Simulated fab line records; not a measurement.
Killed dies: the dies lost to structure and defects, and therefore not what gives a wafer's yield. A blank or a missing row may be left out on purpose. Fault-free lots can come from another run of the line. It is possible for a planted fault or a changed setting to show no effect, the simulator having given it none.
One fault seen from 2 desks ; flow gf180mcu ; what lay behind the numbers comes last; until then each desk has only its own

== THE TOOL OWNER'S DESK: plasmaAsher-02 ==
The tool's own readings at GF_PSD_STRIP_10 (strips in O2/N2): means of the sampled wafers that have a number, for each lot that ran on this tool. If a lot's mean is further than 4 standard deviations from the usual mean, the lot is out of limits and carries the mark OUT (the distance appears in the brackets).
Columns: A = drypumpMotorCurrentA at GF_PSD_STRIP_10, usual 5.9 A; B = heaterPowerW at GF_PSD_STRIP_10, usual 354 W; C = oesProductAu at GF_PSD_STRIP_10, usual 0.592 a.u.; D = stripTimeToEndpointS at GF_PSD_STRIP_10, usual 16.55 s
lot;first seen here;A;B;C;D
L550;day 15 16:41;6.1;352;0.592;16.58
L556;day 17 18:54;6.1;350;0.587;16.47
L558;day 18 10:48;6.1;360;0.587;16.49
L567;day 21 12:03;6.1;356;0.592;16.56
L568;day 21 23:30;6.1;333;0.591;16.52
Finding of this desk: none of the 5 lots has anything out of limits.

== AT THE METROLOGY DESK ==
What the gauges read for every lot (on any tool): the sampled wafers with a number, averaged. If a lot's mean is further than 4 standard deviations from the usual mean, the lot is out of limits and carries the mark OUT (the distance appears in the brackets).
Columns: A = TOP_METAL_OVL at GF_TOP_METAL_OVL_MEAS_15, usual -0.1 nm; B = PASSIVATION_CVD_00_THK at GF_PASSIVATION_THK_MEAS_01, usual 1000 nm
lot;first seen here;A;B
L546;day 27 23:04;2.2;999
L549;day 28 22:37;-0.9;996
L550;day 29 10:57;-0.6;1002
L551;day 29 17:00;2.3;996
L553;day 30 13:01;0.9;1003
L554;day 30 14:01;-0.3;992
L556;day 31 05:41;-1.1;1015
L558;day 31 16:23;-1.6;1004
L560;day 32 08:12;-0.6;1008
L564;day 33 04:41;-1.1;1013
L565;day 33 08:06;-1.1;1008
L567;day 33 21:32;0.6;994
L568;day 34 04:09;-0.6;994
Finding of this desk: none of the 13 lots has anything out of limits.

== ALL TOGETHER ==
The desk of the tool owner found nothing out of limits.
At the metrology desk, nothing out of limits was observed.

== WHAT WAS PUT IN BY THE SIMULATOR ==
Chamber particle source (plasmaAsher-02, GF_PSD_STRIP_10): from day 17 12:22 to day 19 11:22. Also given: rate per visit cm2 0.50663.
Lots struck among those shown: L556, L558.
